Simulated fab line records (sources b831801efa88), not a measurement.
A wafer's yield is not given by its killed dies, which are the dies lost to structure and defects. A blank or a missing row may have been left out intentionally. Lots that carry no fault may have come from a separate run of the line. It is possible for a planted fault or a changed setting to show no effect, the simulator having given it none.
Matching of chambers    flow sfq line    4 sister chambers for SFQ_TRILAYER_I2_CMP_CMP_064 on cmp-02
The step polishes SiO2. 19 wafers are shown with their chamber, then 9 later ones without.

WAFERS, EACH WITH ITS CHAMBER
wafer   chamber  motor current A (A)  head pressure psi (psi)  time to endpoint s (s)
L990.1  3        10.9                 3.004                    220
L990.3  0        11.0                 2.994                    222
L990.4  2        10.8                 2.992                    223
L991.1  1        11.2                 3.014                    223
L991.4  2        10.2                 2.992                    227
L991.6  3        11.2                 3.003                    228
L994.3  0        11.7                 3.000                    216
L994.5  1        11.3                 3.000                    218
L994.6  2        10.1                 2.987                    218
L995.4  1        11.5                 2.999                    228
L995.2  3        10.9                 3.005                    212
L995.6  1        11.5                 3.003                    220
L100.4  1        11.2                 3.003                    215
L100.5  2        10.5                 2.994                    211
L101.2  0        11.2                 3.010                    208
L101.5  2        10.6                 3.017                    218
L103.4  2        11.0                 2.993                    229
L103.3  0        11.1                 3.003                    217
L103.5  1        11.3                 3.006                    233

SIGNATURES, as means of the wafers listed above
reading             chamber 0  chamber 1  chamber 2  chamber 3  scatter within a chamber
motor current A     11.250     11.333     10.533     11.000     0.263
head pressure psi   3.00175    3.00417    2.99583    3.00400    0.00752
time to endpoint s  215.75     222.83     221.00     220.00     6.7
Rule: a wafer lies at a distance from a chamber equal to the root of the sum of squares, over the readings, of (its reading less the chamber's mean, divided by the reading's scatter). If the next closest chamber is less than 2 further off than the closest, the wafer can't be placed; otherwise it belongs to the closest. The scatter: take each reading less its chamber's mean, square it, sum over the shown wafers, divide by the number of wafers less the number of chambers, and take the root.

WAFERS WITHOUT THEIR CHAMBER
wafer   motor current A (A)  head pressure psi (psi)  time to endpoint s (s)
L106.2  9.7                  2.998                    210
L106.4  11.3                 3.006                    226
L106.5  10.1                 3.000                    217
L108.3  10.8                 3.004                    219
L108.5  11.1                 2.999                    223
L108.6  10.9                 2.992                    224
L110.1  10.7                 3.003                    218
L110.3  10.9                 3.000                    219
L110.5  10.4                 2.996                    215

THE CHAMBER EACH PASSED THROUGH
wafer   from the rows above                in truth
L106.2  can't be placed: 2 or 3            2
L106.4  can't be placed: 1 or 3 or 0       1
L106.5  can't be placed: 2 or 3            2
L108.3  can't be placed: 3 or 2 or 0 or 1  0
L108.5  can't be placed: 3 or 1 or 0 or 2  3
L108.6  can't be placed: 2 or 3 or 0 or 1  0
L110.1  can't be placed: 3 or 2 or 0 or 1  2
L110.3  can't be placed: 3 or 0 or 2 or 1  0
L110.5  can't be placed: 2 or 3            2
Correct placement for 0 of the 9. Not placeable from these rows: 9 (in 9, the candidates include the true chamber). Wrongly placed: 0.
